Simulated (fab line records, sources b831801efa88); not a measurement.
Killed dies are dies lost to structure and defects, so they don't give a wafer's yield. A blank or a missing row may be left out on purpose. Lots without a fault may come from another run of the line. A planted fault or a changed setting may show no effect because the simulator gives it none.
Problem report in the 8D (eight disciplines) form, filled by code | flow gf180mcu | the parts of the form that need people (team, actions taken, sign-off) are left out

1. THE PROBLEM
PASSIVATION_BOW at GF_PASSIVATION_BOW_MEAS_14 reads a mean of 213 um on 6 wafers of 2 lots; wafers without a fault read 134 um with a standard deviation of 10. That is +7.9 standard deviations from the usual mean.
First seen on wafer L975.1, day 30 00:07, on film_metro-02. The record holds 36 wafers of 12 lots with a number at this step. Rule for "out", or "out of limits": more than 4 standard deviations from the usual mean. The other wafers with a number count as sound.

2. WHAT IT IS AND WHAT IT IS NOT
question                    | is                     | is not
which readings at this step | PASSIVATION_BOW        | -
which lots                  | L975, L976             | L974, L985, L986, L987, L988, L990, L991, L992, L994, L995
which wafers of those lots  | all that have a number | -
read on which gauges        | film_metro-02          | film_metro-01, film_metro-04
when                        | from day 30 00:07      | up to then (3 sound wafers); but 27 sound wafers of L985, L986, L987, L988, L990, L991, L992, L994, L995 came after

3. SUSPECTS, AND WHAT RULES EACH OUT
Counting: a tool at a process step up to the reading stays a suspect if it ran every lot that is out and no sound lot after the first of them.
- the gauge at GF_PASSIVATION_BOW_MEAS_14: kept. All the wafers that are out were read on film_metro-02, and no step on other tools shows them out.
- furnace-01 at GF_PASSIVATION_ANNEAL_13 (time 1800 s): ruled out as a lasting fault. Sound lots L985, L986, L988, L990, L992, L994 ran on it after its first lot that is out, L975 (day 29 22:37).
Left after counting: film_metro-02 at GF_PASSIVATION_BOW_MEAS_14.

4. THE CAUSE (what the simulator had put in)
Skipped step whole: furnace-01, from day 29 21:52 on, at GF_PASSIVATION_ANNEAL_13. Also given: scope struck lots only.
Counting ruled it out, wrongly: the rule takes a fault to strike every lot that its tool runs from its start on, and this one did not.

5. THE CHAIN OF EFFECTS, in route order
Each row: a reading whose mean over the struck wafers that have a number lies more than 3 standard deviations from the usual. Only readings for which the record gives a usual standard deviation are gone through. hours: the time from each lot's start at the first step in this table that gives one to its start at this step, as a median over the lots. sigmas: the change in usual standard deviations.
hours | step                       | reading         | usual  | on struck wafers | change | sigmas
0     | GF_PASSIVATION_BOW_MEAS_14 | PASSIVATION_BOW | 134 um | 213              | +79    | +7.9
Readings that are blank on the struck wafers while sound wafers have them: ramp_down_c_per_min at GF_PASSIVATION_ANNEAL_13; ramp_up_c_per_min at GF_PASSIVATION_ANNEAL_13; zone_power_upper_pct at GF_PASSIVATION_ANNEAL_13.

6. WHAT WOULD HAVE CAUGHT IT SOONER
In this record the first reading out of limits at a measuring or inspecting step was taken at day 30 00:07, 2 hours after the fault began at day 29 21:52.
At GF_PASSIVATION_ANNEAL_13 the tool's readings are blank on the struck wafers, where sound wafers have them: an empty tool record is the first sign, and it was there at once.
